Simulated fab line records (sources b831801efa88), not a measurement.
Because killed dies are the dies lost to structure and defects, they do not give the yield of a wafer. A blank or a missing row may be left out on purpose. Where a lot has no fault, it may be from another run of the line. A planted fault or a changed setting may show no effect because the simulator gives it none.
One fault seen from 2 desks :: flow gf180mcu :: each desk has only its own numbers; what lay behind them comes last

== THE METROLOGY DESK ==
What the gauges read for every lot (on any tool): the sampled wafers with a number, averaged. Any lot whose mean is over 4 standard deviations away from the usual mean is out of limits and marked OUT; that distance is given in the brackets.
Columns: A = PASSIVATION_CVD_00_THK at GF_PASSIVATION_THK_MEAS_01, usual 999 nm
lot: L920
first seen here: day 28 07:56
A: 1002

lot: L921
first seen here: day 28 22:56
A: 986

lot: L923
first seen here: day 29 10:27
A: 999

lot: L925
first seen here: day 29 22:51
A: 1009

lot: L926
first seen here: day 30 04:22
A: 997

lot: L927
first seen here: day 30 18:14
A: 996

lot: L928
first seen here: day 30 18:53
A: 1007

lot: L929
first seen here: day 30 22:20
A: 1002

lot: L930
first seen here: day 31 04:29
A: 1009

lot: L932
first seen here: day 31 16:04
A: 1000

lot: L933
first seen here: day 32 07:24
A: 998

lot: L934
first seen here: day 32 08:46
A: 994

lot: L940
first seen here: day 33 19:12
A: 988
This desk found nothing out of limits on any of the 13 lots.

== DESK OF THE TOOL OWNER: pvd_sputter-02 ==
At GF_M2_SPUTTER_04 (material TiN, target thk 50 nm, time 41.7 s) the tool's own readings: per lot run on this tool, the mean of the sampled wafers that have a number. Any lot whose mean is over 4 standard deviations away from the usual mean is out of limits and marked OUT; that distance is given in the brackets.
Columns: A = throttle_valve_pct at GF_M2_SPUTTER_04, usual 30.0 %
lot: L923
first seen here: day 19 21:13
A: 30.2

lot: L929
first seen here: day 21 21:53
A: 30.1

lot: L930
first seen here: day 22 05:40
A: 30.0

lot: L932
first seen here: day 22 18:55
A: 29.8

lot: L933
first seen here: day 23 13:34
A: 30.3

lot: L934
first seen here: day 23 17:41
A: 30.2
This desk found nothing out of limits on any of the 6 lots.

== BROUGHT TOGETHER ==
At the metrology desk, nothing out of limits was observed.
Nothing out of limits was seen by the tool owner's desk.

== WHAT THE SIMULATOR HAD PUT IN ==
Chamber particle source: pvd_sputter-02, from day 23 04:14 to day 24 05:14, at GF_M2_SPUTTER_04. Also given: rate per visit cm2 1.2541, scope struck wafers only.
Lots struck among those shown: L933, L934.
